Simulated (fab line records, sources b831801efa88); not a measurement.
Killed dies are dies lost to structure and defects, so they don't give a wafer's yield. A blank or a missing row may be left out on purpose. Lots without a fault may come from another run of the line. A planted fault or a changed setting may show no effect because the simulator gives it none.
Tool commonality check | flow gf180mcu | 14 lots, 42 wafers sampled

WHY IT WAS OPENED
At GF_VT_IMPLANT_OVL_MEAS_40 the reading VT_IMPLANT_03_OVL is flagged on 2 of 14 lots. Wafers without a fault read -0.1 nm, standard deviation 1.3.
Rule: a lot is flagged when every wafer of it that has a number lies more than 4 standard deviations from that mean, or none has a number. The other lots count as sound.

lot  | measured     | on         | VT_IMPLANT_03_OVL (nm), wafer by wafer | flag
L192 | day 7 09:11  | overlay-01 | -0.6 -1.5 0.3                          |
L193 | day 7 20:03  | overlay-01 | 1.2 1.9 0.7                            |
L194 | day 7 22:39  | overlay-02 | -0.5 -0.3 -1.9                         |
L195 | day 8 06:15  | overlay-01 | -1.4 -1.8 -0.2                         |
L196 | day 8 15:49  | overlay-01 | 1.4 1.9 0.1                            |
L197 | day 8 19:38  | overlay-02 | -0.2 -0.9 -0.3                         |
L198 | day 9 03:29  | overlay-01 | -0.2 0.2 1.8                           |
L200 | day 9 15:22  | overlay-02 | 2.1 -0.1 1.1                           |
L205 | day 11 02:23 | overlay-01 | 150.5 149.9 149.0                      | FLAGGED
L208 | day 12 03:39 | overlay-01 | 150.3 150.6 149.7                      | FLAGGED
L210 | day 12 14:15 | overlay-02 | 0.8 1.3 1.1                            |
L211 | day 12 20:37 | overlay-01 | -0.1 0.0 0.6                           |
L213 | day 13 09:46 | overlay-01 | 0.1 -1.8 -1.3                          |
L214 | day 13 15:16 | overlay-02 | 0.0 -1.2 -2.7                          |
The numbers of the flagged lots are 150.0 nm on average: +150.1 nm against the usual, or +99 or more standard deviations.

WHICH TOOL RAN EACH LOT
The record holds 1 process step before the reading, out of a route of 602 steps. In each cell: the tool, then ch and the chambers that the sampled wafers went through, then the start.
lot  | flag    | GF_VT_IMPLANT_EXPOSE_37
L192 |         | iline_stepper-01 ch 0, day 7 01:44
L193 |         | iline_stepper-01 ch 0, day 7 12:25
L194 |         | iline_stepper-01 ch 0, day 7 14:46
L195 |         | iline_stepper-01 ch 0, day 7 22:00
L196 |         | iline_stepper-01 ch 0, day 8 07:29
L197 |         | iline_stepper-01 ch 0, day 8 11:16
L198 |         | iline_stepper-01 ch 0, day 8 19:22
L200 |         | iline_stepper-02 ch 0, day 9 06:48
L205 | FLAGGED | iline_stepper-02 ch 0, day 10 17:07
L208 | FLAGGED | iline_stepper-02 ch 0, day 11 17:58
L210 |         | iline_stepper-01 ch 0, day 12 05:23
L211 |         | iline_stepper-01 ch 0, day 12 10:27
L213 |         | iline_stepper-01 ch 0, day 13 00:38
L214 |         | iline_stepper-01 ch 0, day 13 06:06
What these steps do:
- GF_VT_IMPLANT_EXPOSE_37: exposes mask Nwell HV AREA, target cd 860 nm.
- GF_VT_IMPLANT_OVL_MEAS_40

FLAGGED OVER TOTAL, TOOL BY TOOL (the gauges that took the reading come last)
step                      | tool             | lots run | flagged | share of the flagged lots | sound lots run after its first flagged lot
GF_VT_IMPLANT_EXPOSE_37   | iline_stepper-01 | 11       | 0       | none                      | -
GF_VT_IMPLANT_EXPOSE_37   | iline_stepper-02 | 3        | 2       | all                       | 0
GF_VT_IMPLANT_OVL_MEAS_40 | overlay-01       | 9        | 2       | all                       | 2 (L211,L213)
GF_VT_IMPLANT_OVL_MEAS_40 | overlay-02       | 5        | 0       | none                      | -

WHAT THE TABLE ALLOWS
2 rows of the table ran every flagged lot: iline_stepper-02 at GF_VT_IMPLANT_EXPOSE_37, overlay-01 at GF_VT_IMPLANT_OVL_MEAS_40.
- iline_stepper-02 at GF_VT_IMPLANT_EXPOSE_37: 2 of its 3 lots flagged. Its last sound lot is L200 (day 9 06:48), its first flagged lot L205 (day 10 17:07): a fault that began between those two fits.
- overlay-01 at GF_VT_IMPLANT_OVL_MEAS_40: 2 of its 9 lots flagged. Sound lots ran on it after the first flagged one (L211, L213), which a lasting fault on the whole tool wouldn't allow.
One tool is left: iline_stepper-02 at GF_VT_IMPLANT_EXPOSE_37.

WHAT THE SIMULATOR HAD PUT IN
Scanner matching overlay: iline_stepper-02, from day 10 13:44 on, at GF_VT_IMPLANT_EXPOSE_37. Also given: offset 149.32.
Lots struck among those shown: L205, L208. The rule above found the same.
